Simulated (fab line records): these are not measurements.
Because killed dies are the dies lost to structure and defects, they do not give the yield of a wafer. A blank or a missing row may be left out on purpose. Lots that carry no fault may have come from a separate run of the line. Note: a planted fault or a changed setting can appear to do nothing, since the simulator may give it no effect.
A lot that was struck, set against a sound lot	flow sky130	15 out of 708 route steps
Sound: these wafers, L204.1, L204.2, L204.4. The struck wafers were L210.1, L210.2, L210.3. The cause is named last.
Per side, at each step with rows, come the tool, then ch with its chambers, and then its first start. Under that, the readings that differ: sound wafers	struck wafers	difference of the means	sigmas: that difference in standard deviations of wafers without a fault.
alike: same words and numbers on both sides, and readings whose means sit less than 2 such deviations apart. not compared: any withheld reading, any reading some wafer has no value for, any bound like >300 that may hide the same value, and any number with overlapping values for which the record gives no deviation.
The two part at a step that has a row with sigmas, a row that says differs or no value, or rows on one side only. Numbers that have no deviation but don't overlap get no sigmas and don't part them. A reading missing from all wafers of one side parts the sides only when that side holds two or more wafers.

first, 8 steps without rows for these wafers: SKY_METAL3_DEHYDRATE_05 (time 60 s); SKY_METAL3_HMDS_06 (prime time 60 s); SKY_METAL3_COAT_07 (resist thk 60 nm); SKY_METAL3_COAT_08 (resist thk 1140 nm); SKY_METAL3_SOFTBAKE_09 (time 90 s); SKY_METAL3_EXPOSE_10 (exposes mask MM3, target cd 300 nm); SKY_METAL3_PEB_11; SKY_METAL3_DEVELOP_12 (develop time 60 s).
SKY_METAL3_CD_MEAS_13: the cd target is 300 nm.
  struck on cdSem-02, day 42 16:42; sound on cdSem-02, day 41 05:33
  alike: cdNm
SKY_METAL3_OVL_MEAS_14:
  struck on overlay-01, day 42 16:49; sound on overlay-02, day 41 05:40
  alike: METAL3_OVL
SKY_METAL3_DESCUM_15: chemistry O2, time 8 s.
  sound on rieMetal-01 ch 0, day 41 05:43; struck on rieMetal-04 ch 0,1, day 42 16:52
  alike: drypumpMotorCurrentA, heBacksideLeakSccm, oesProductAu, tempC
  not compared: rfHoursCounterH
SKY_METAL3_ETCH_16: etches BARC in N2/H2, stops on SiO2, time 88.2 s, target depth 60 nm.
  sound on rieMetal-01 ch 0, day 41 05:46; struck on rieMetal-04 ch 0,1, day 42 16:53
  alike: biasW, chamberPressureMTorr, drypumpMotorCurrentA, heBacksideLeakSccm, oesProductAu, throttleValvePct
  not compared: rfHoursCounterH
SKY_METAL3_ETCH_17: etches SiO2 in C4F8/O2/Ar, stops on TiN, time 3.9 s, target depth 15 nm.
  sound on rieDiel-04 ch 0,2,3, day 41 05:58; struck on rieDiel-04 ch 0,2,3, day 42 16:59
  no value came back on the struck wafers for biasW (W), chamberPressureMTorr (mTorr), oesProductAu (a.u.), rfHoursCounterH (h); on the sound wafers biasW (W) reads 1203 1201 1203
SKY_METAL3_METAL_ETCH_18: etches the open film in Cl2/BCl3, stops on SiO2, target depth 845 nm, time 183.1 s.
  sound on rieMetal-02 ch 1, day 41 05:59; struck on rieMetal-02 ch 0,1, day 42 17:01
  alike: bcl3FlowSccm, biasW, drypumpMotorCurrentA, heBacksideLeakSccm, oesProductAu, throttleValvePct
  not compared: rfHoursCounterH
-- the record jumps here: 7 days lie between the struck wafers' starts before and after (it left off in module METAL3 and takes up again in module PAD_OPEN, whose first step shown is number 708 of the route) --
SKY_PAD_OPEN_PROBE_99:
  struck on prober-01, day 49 09:13; sound on prober-01, day 48 02:56
reading	sound	struck	difference	sigmas
hold	- - -	awaitDispo/2.6h/scrap awaitDispo/2.6h/scrap awaitDispo/2.6h/scrap	no value on the sound wafers	
defectLimitedYield (%)	85.4 83.5 82.7	0 0 0	-84	-38
killed_at_M0_to_M3	30 43 46	436 449 450	+405	+54
killedDies	72 81 85	492 492 492	+413	+38
killedOnRim	15 14 16	96 96 96	+81	+22
sort_bin_5_function (%)	8.1 11.0 9.6	90.9 92.7 93.5	+82.8	+52
sortNPass	420 411 407	0 0 0	-413	-38
sortYieldPct (%)	85.4 83.5 82.7	0 0 0	-84	-38
  alike: killed_at_M4_up, killedAtContacts, killedAtFrontEnd, killedAtOther, killedOpen, killedShort, sort_bin_3_pad_short, sort_bin_6_memory

WHERE THEY PART
First at SKY_METAL3_ETCH_17; last, within this record, at SKY_PAD_OPEN_PROBE_99.

WHY: whatever the simulator had introduced
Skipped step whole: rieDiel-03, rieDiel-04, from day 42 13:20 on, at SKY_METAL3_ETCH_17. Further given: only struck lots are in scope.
